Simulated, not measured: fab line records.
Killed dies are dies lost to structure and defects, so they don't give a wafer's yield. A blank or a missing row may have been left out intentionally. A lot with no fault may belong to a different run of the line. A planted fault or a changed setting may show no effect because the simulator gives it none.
fab line records	flow sky130
record lots=6	wafers=18	last_day=50
route steps=708 shown RES_XHIGH@336 SD_N@342 PAD_OPEN@708
lots with no fault: from the same line, run without faults
start_h: hours from the record's first day to the start of the lot's first wafer shown	wait_h: time in hours since the lot's previous step	" as in the row above	L1.1+2: several wafers, shown together as one row	- either no value or no given start	* or withheld: withheld	< > ~ a bound
route shown NAME@n: NAME is a module with steps in the file, n the number in the route of the first one	usual: mean/standard deviation of fault-free wafers	same: alike in all rows	chamber/n: place in a boat	sites: the reading at each site	_std_site: their standard deviation	_edge_site: the outer-site mean with the inner-site mean subtracted	radius_mm: how far each site lies from the wafer's centre	mask NAME#n: copy n	behind: the tool/chamber that last shaped the wafer	hold: what put the lot on hold/how long, in hours/how the hold closed	device: whichever transistor did not switch (one of n, p or np)	end of line: the tests these same wafers got at the end of their route	for a step that has no rows: nothing shown but its recipe	killed: not the wafer's yield, but the dies lost to structure and defects at the first sort	map: the dies of a wafer, with x for killed, . for not killed, _ for no die there
set.NAME: setting as actually run; set.NAME@STEP: the setting as run at that earlier step	model.NAME: the simulator's own value behind a step, which no gauge read
lots seen at some steps along the route; tables by step, rows by wafer
services: a tool's chamber out of use, with start hour (start_h, from the record's first day; less than 0 if before it), hours out, and reason
## steps
# step SKY_RES_XHIGH_EXPOSE_04
# recipe mask_id=URPM	na=0.6	source_shape=conventional	sigma_outer=0.6	polarization=unpolarized	target_cd_nm=1270	dose_mj=140
# step SKY_RES_XHIGH_PEB_05
# recipe temp_c=withheld	time_s=*	resist=NOVOLAK
# step SKY_RES_XHIGH_DEVELOP_06
# recipe resist=NOVOLAK	developer=TMAH	develop_time_s=60	dev_temp_c=23
# step SKY_RES_XHIGH_IMPLANT_07
# recipe species=BF2	energy_kev=20	dose_cm2=3.6e+14	tilt_deg=0
# step SKY_RES_XHIGH_STRIP_08
# recipe chemistry=O2/N2	power_w=1400	pressure_mtorr=1500	platen_temp_c=withheld	o2_flow_sccm=3000	n2_flow_sccm=300	overash_fraction=0.5
# usual drypump_motor_current_A=6.1/0.58	oes_product_au=0.712/0.0045	strip_time_to_endpoint_s=14.28/0.045
lot.wafer	tool	chamber	start_h	wait_h	drypump_motor_current_A	oes_product_au	rf_hours_counter_h	strip_time_to_endpoint_s
L787.2	plasma_asher-02	0	634.06	0.1	6.3	0.712	79	14.27
L787.3	"	0	"	"	6.4	0.712	-	14.33
L787.4	"	1	"	"	6.0	0.714	-	14.24
L794.1	plasma_asher-04	1	695.30	0.1	5.8	0.710	27	14.34
L794.3	"	0	"	"	6.8	0.714	-	14.31
L794.5	"	1	"	"	5.8	0.717	-	14.33
L797.2	plasma_asher-04	0	731.05	0.1	6.9	0.711	30	14.25
L797.4	"	1	"	"	5.8	0.714	-	14.30
L797.6	"	0	"	"	6.8	0.711	-	14.30
L798.3	plasma_asher-04	1	734.04	0.1	5.8	0.706	-	14.29
L798.5	"	0	"	"	6.9	0.710	-	14.28
L798.6	"	1	"	"	5.8	0.705	-	14.27
L806.4	plasma_asher-04	0	790.24	0.1	6.8	0.708	-	14.34
L806.5	"	1	"	"	5.8	0.715	-	14.33
L806.6	"	0	"	"	6.8	0.707	-	14.35
L808.1	plasma_asher-04	1	800.46	0.1	5.8	0.716	41	14.23
L808.3	"	0	"	"	6.8	0.709	-	14.26
L808.4	"	1	"	"	5.8	0.713	-	14.26
# step SKY_RES_XHIGH_TW_MEAS_09
# usual RES_XHIGH_TW=1644/7.9
lot.wafer	tool	chamber	start_h	wait_h	RES_XHIGH_TW
L787.2	film_metro-01	-	634.17	0.1	1666
L787.3	"	-	"	"	1655
L787.4	"	-	"	"	1660
L794.1	film_metro-04	-	695.40	0.1	1648
L794.3	"	-	"	"	1642
L794.5	"	-	"	"	1651
L797.2	film_metro-03	-	731.16	0.1	1634
L797.4	"	-	"	"	1646
L797.6	"	-	"	"	1644
L798.3	film_metro-01	-	734.13	0.1	1649
L798.5	"	-	"	"	1639
L798.6	"	-	"	"	1641
L806.4	film_metro-03	-	790.34	0.1	1656
L806.5	"	-	"	"	1649
L806.6	"	-	"	"	1653
L808.1	film_metro-03	-	800.56	0.1	1631
L808.3	"	-	"	"	1631
L808.4	"	-	"	"	1636
# step SKY_SD_N_DEHYDRATE_00
# recipe temp_c=200	time_s=60
# step SKY_SD_N_HMDS_01
# recipe prime_time_s=60	prime_temp_c=120
# step SKY_SD_N_COAT_02
# recipe resist=NOVOLAK	spin_rpm=3000	resist_thk_nm=1140
# step SKY_SD_N_SOFTBAKE_03
# recipe temp_c=90	time_s=60	resist=NOVOLAK
# step SKY_SD_N_EXPOSE_04
# recipe mask_id=NSDM	na=0.6	source_shape=conventional	sigma_outer=0.6	polarization=unpolarized	target_cd_nm=380	dose_mj=141
# step SKY_SD_N_PEB_05
# recipe temp_c=withheld	time_s=*	resist=NOVOLAK
# step SKY_SD_N_DEVELOP_06
# recipe resist=NOVOLAK	developer=TMAH	develop_time_s=60	dev_temp_c=23
# usual developer_temp_C=23.00/0.12
lot.wafer	tool	chamber	start_h	wait_h	developer_temp_C
L787.2	litho_track-04	0	661.62	0.1	22.93
L787.3	"	0	"	"	22.86
L787.4	"	0	"	"	23.00
L794.1	litho_track-02	0	722.75	0.1	22.84
L794.3	"	0	"	"	22.94
L794.5	"	0	"	"	22.96
L797.2	litho_track-04	0	758.62	0.1	22.24
L797.4	"	0	"	"	22.22
L797.6	"	0	"	"	22.13
L798.3	litho_track-04	0	760.95	0.1	22.09
L798.5	"	0	"	"	22.04
L798.6	"	0	"	"	22.16
L806.4	litho_track-03	0	816.73	0.1	23.18
L806.5	"	0	"	"	23.01
L806.6	"	0	"	"	23.10
L808.1	litho_track-03	0	826.71	0.1	23.02
L808.3	"	0	"	"	23.12
L808.4	"	0	"	"	22.82
# step SKY_SD_N_CD_MEAS_07
# recipe target_cd_nm=380
# usual cd_nm=380.9/1.9
lot.wafer	tool	chamber	start_h	wait_h	cd_nm
L787.2	cd_sem-02	-	661.77	0.1	378.9
L787.3	"	-	"	"	381.4
L787.4	"	-	"	"	381.0
L794.1	cd_sem-01	-	722.90	0.1	380.4
L794.3	"	-	"	"	381.0
L794.5	"	-	"	"	379.8
L797.2	cd_sem-01	-	758.77	0.1	381.3
L797.4	"	-	"	"	384.2
L797.6	"	-	"	"	383.4
L798.3	cd_sem-01	-	761.09	0.1	383.6
L798.5	"	-	"	"	383.2
L798.6	"	-	"	"	382.5
L806.4	cd_sem-02	-	816.87	0.1	381.7
L806.5	"	-	"	"	378.9
L806.6	"	-	"	"	379.0
L808.1	cd_sem-02	-	826.86	0.1	381.4
L808.3	"	-	"	"	381.3
L808.4	"	-	"	"	380.4
# step SKY_PAD_OPEN_PROBE_99
# usual killed_at_M0_to_M3=43/6.7	killed_at_M4_up=3.2/1.8	killed_at_contacts=25/5.2	killed_at_front_end=15/4.4	killed_at_other=0.2/0.4	killed_dies=87/9.3	killed_open=48/7.1	killed_short=39/6
# same gross_dies=492	killed_at_back_side=0
lot.wafer	tool	chamber	start_h	wait_h	killed_at_M0_to_M3	killed_at_M4_up	killed_at_contacts	killed_at_front_end	killed_at_other	killed_dies	killed_open	killed_short
L794.1	prober-02	-	1142.03	0.1	38	8	23	16	0	85	51	34
L794.3	prober-02	-	1142.13	0.2	55	7	25	11	0	98	48	50
L794.5	prober-02	-	1142.23	0.2	45	7	27	17	0	96	47	49
L798.3	prober-01	-	1158.55	0.2	48	1	22	16	0	87	45	42
L798.5	prober-01	-	1158.65	0.2	41	4	31	16	0	92	51	41
L798.6	prober-01	-	1158.70	0.2	43	0	30	22	0	95	52	43
# killed by level:class
L794.1 CONTACT:geometric_particle:open=9 VIA1:geometric_particle:open=8 VIA3:geometric_particle:open=7 VIA2:geometric_particle:open=6 METAL4:geometric_particle:short=6 FIELD_ISO:geometric_particle:open=5 VIA2:geometric_particle:short=5 POLY_GATE:geometric_particle:short=4
L794.3 VIA1:geometric_particle:short=11 VIA3:geometric_particle:open=10 CONTACT:geometric_particle:open=8 VIA1:geometric_particle:open=8 VIA2:geometric_particle:short=6 LI_CONTACT:geometric_particle:open=5 CONTACT:geometric_particle:short=5 METAL1:geometric_particle:short=5
L794.5 CONTACT:geometric_particle:open=16 VIA1:geometric_particle:open=12 VIA1:geometric_particle:short=10 METAL2:geometric_particle:short=10 POLY_GATE:geometric_particle:short=6 METAL4:geometric_particle:short=5 LI_CONTACT:geometric_particle:open=4 FIELD_ISO:geometric_particle:open=3
L798.3 VIA1:geometric_particle:open=12 FIELD_ISO:geometric_particle:short=8 LI_CONTACT:geometric_particle:open=8 VIA3:geometric_particle:open=6 VIA2:geometric_particle:open=6 METAL1:geometric_particle:short=6 VIA1:geometric_particle:short=6 LI_CONTACT:geometric_particle:short=4
L798.5 CONTACT:geometric_particle:open=14 VIA1:geometric_particle:open=9 CONTACT:geometric_particle:short=6 VIA3:geometric_particle:open=6 LI_CONTACT:geometric_particle:open=5 VIA1:geometric_particle:short=5 METAL2:geometric_particle:short=5 FIELD_ISO:geometric_particle:open=4
L798.6 VIA1:geometric_particle:open=13 LI_CONTACT:geometric_particle:open=8 FIELD_ISO:geometric_particle:short=7 FIELD_ISO:geometric_particle:open=6 LOCAL_INTERCONNECT:geometric_particle:short=6 CONTACT:geometric_particle:open=6 METAL2:geometric_particle:short=6 LI_CONTACT:geometric_particle:short=5
## services
tool	chamber	start_h	hours	kind
plasma_asher-02	-	648.25	0.5	repair
plasma_asher-04	-	665.30	2.0	repair
plasma_asher-02	-	689.66	0.4	repair
## key
first_sign step=SKY_SD_N_DEVELOP_06	reading=developer_temp_C	direction=down	sigmas=7.2	usual=*	struck=*
effect none on later readings
met_at SKY_SD_N_DEVELOP_06
struck_wafers L797.2,L797.4,L797.6,L798.3,L798.5,L798.6
tester_left_out L797,L798
onset_between 661.62 758.62
fault kind=process_parameter_drift	tool=litho_track-04	chamber=-	onset_h=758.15	steps=SKY_SD_N_DEVELOP_06	channel=dev_temp_c	offset=*	shape=step	end_h=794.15	acts_in=*	stated=*
# tester_left_out: of these lots the tester's yield and bins aren't shown, on N5 and GAA mostly nor the transistor test; their killed dies are dies lost to structure and defects alone, not to doping, threshold or leakage, so they don't give the yield
